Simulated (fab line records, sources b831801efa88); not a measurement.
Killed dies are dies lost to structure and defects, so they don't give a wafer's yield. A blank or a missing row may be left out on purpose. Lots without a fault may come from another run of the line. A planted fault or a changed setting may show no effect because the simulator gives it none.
Chamber matching | flow sky130 | SKY_SPACER_ETCHBACK_02 on rie_diel-03: 4 sister chambers
The step etches Si3N4 in CH3F/O2, stops on SiO2, time 46.7 s, target depth 45 nm. 4 wafers are shown with their chamber, then 8 later ones without.

WAFERS WITH THEIR CHAMBER
wafer  | chamber | drypump_motor_current_A (A)
L085.2 | 1       | 5.8
L085.5 | 0       | 6.1
L086.5 | 3       | 5.0
L090.2 | 2       | 6.3

WAFERS WITHOUT THEIR CHAMBER
wafer  | drypump_motor_current_A (A)
L090.3 | 6.1
L090.4 | 5.0
L094.1 | 6.1
L094.2 | 6.3
L094.6 | 5.8
L096.1 | 6.2
L096.3 | 5.8
L096.4 | 5.0

WHICH CHAMBER EACH WENT THROUGH
wafer  | from the rows above     | in truth
L090.3 | 0                       | 0
L090.4 | 3                       | 3
L094.1 | 0                       | 0
L094.2 | 2                       | 2
L094.6 | 1                       | 1
L096.1 | can't be placed: 2 or 0 | 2
L096.3 | 1                       | 1
L096.4 | 3                       | 3
Placed correctly: 7 of 8. Can't be placed from these rows: 1 (the true chamber is among the candidates in 1). Placed wrongly: 0.
How it was worked out, from the rows above alone: a wafer's distance from a chamber is the root of the sum, over the readings, of the square of ((its reading less the chamber's mean) divided by the reading's scatter). The wafer belongs to the nearest chamber; if the next one is less than 2 further off, it can't be placed. A chamber's mean is the mean of its shown wafers. The scatter: with one shown wafer a chamber, the root of the mean of the squares of how far each hidden wafer lies from its nearest shown one.
